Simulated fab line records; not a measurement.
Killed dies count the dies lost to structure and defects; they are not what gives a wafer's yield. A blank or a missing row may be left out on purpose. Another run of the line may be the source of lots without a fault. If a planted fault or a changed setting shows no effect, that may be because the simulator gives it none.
Which tool was responsible? :: flow gf180mcu :: 6 lots, 18 wafers sampled, at 2 steps of a route of 602

WHAT THE GAUGES SHOWED, per wafer
GF_V2_RS_MEAS_24: uses a four-point probe to measure.
lot: L919
measured: day 22 05:40
on: filmMetro-02
V2_W_RS (ohm/sq): 0.334 0.363 0.361

lot: L928
measured: day 25 07:22
on: filmMetro-02
V2_W_RS (ohm/sq): 0.329 0.329 0.333

lot: L931
measured: day 26 08:38
on: filmMetro-03
V2_W_RS (ohm/sq): 0.334 0.335 0.324

lot: L933
measured: day 26 20:59
on: filmMetro-02
V2_W_RS (ohm/sq): 0.334 0.328 0.323

lot: L935
measured: day 27 13:06
on: filmMetro-03
V2_W_RS (ohm/sq): 0.328 0.331 0.332

lot: L937
measured: day 28 15:54
on: filmMetro-02
V2_W_RS (ohm/sq): 0.320 0.324 0.326

EACH LOT AND THE TOOL THAT RAN IT (in order: tool; ch and the chambers of the sampled wafers; start)
lot: L919
GF_V2_CVD_23: cvdW-02 ch 0,1, day 22 05:34

lot: L928
GF_V2_CVD_23: cvdW-02 ch 0,1, day 25 07:15

lot: L931
GF_V2_CVD_23: cvdW-01 ch 0,1, day 26 08:31

lot: L933
GF_V2_CVD_23: cvdW-01 ch 0,1, day 26 20:51

lot: L935
GF_V2_CVD_23: cvdW-02 ch 1, day 27 12:58

lot: L937
GF_V2_CVD_23: cvdW-02 ch 0,1, day 28 15:47
- GF_V2_CVD_23: deposits W, target thk 350 nm, time 104.94 s.

THE ANSWER, worked out from the rows above alone
Rule: the lots themselves supply what counts as usual. The widest of any qualifying gaps counts: lots, ordered by their means at a reading, are off when they make up no more than a third of the lots, leave a main group of 4 or more, and stand apart from it by 3 or more times the standard deviation of that group's means. The tables above print the reading to a certain number of digits; a main group whose means all agree to those digits is not used. Also off: a lot with no number at a reading for which 4 or more lots have one. The other lots that the step has rows for count as sound.
Off: L919, at GF_V2_RS_MEAS_24 (V2_W_RS). For the main group the mean is 0.329 ohm/sq and the standard deviation 0.0028.
If a tool, at a process step before that reading, ran all the lots that are off and no sound lot after the first of them, it fits. Gauges at GF_V2_RS_MEAS_24: tried the same way as those tools. No candidate that was tried fits.

WHAT WAS PUT IN BY THE SIMULATOR
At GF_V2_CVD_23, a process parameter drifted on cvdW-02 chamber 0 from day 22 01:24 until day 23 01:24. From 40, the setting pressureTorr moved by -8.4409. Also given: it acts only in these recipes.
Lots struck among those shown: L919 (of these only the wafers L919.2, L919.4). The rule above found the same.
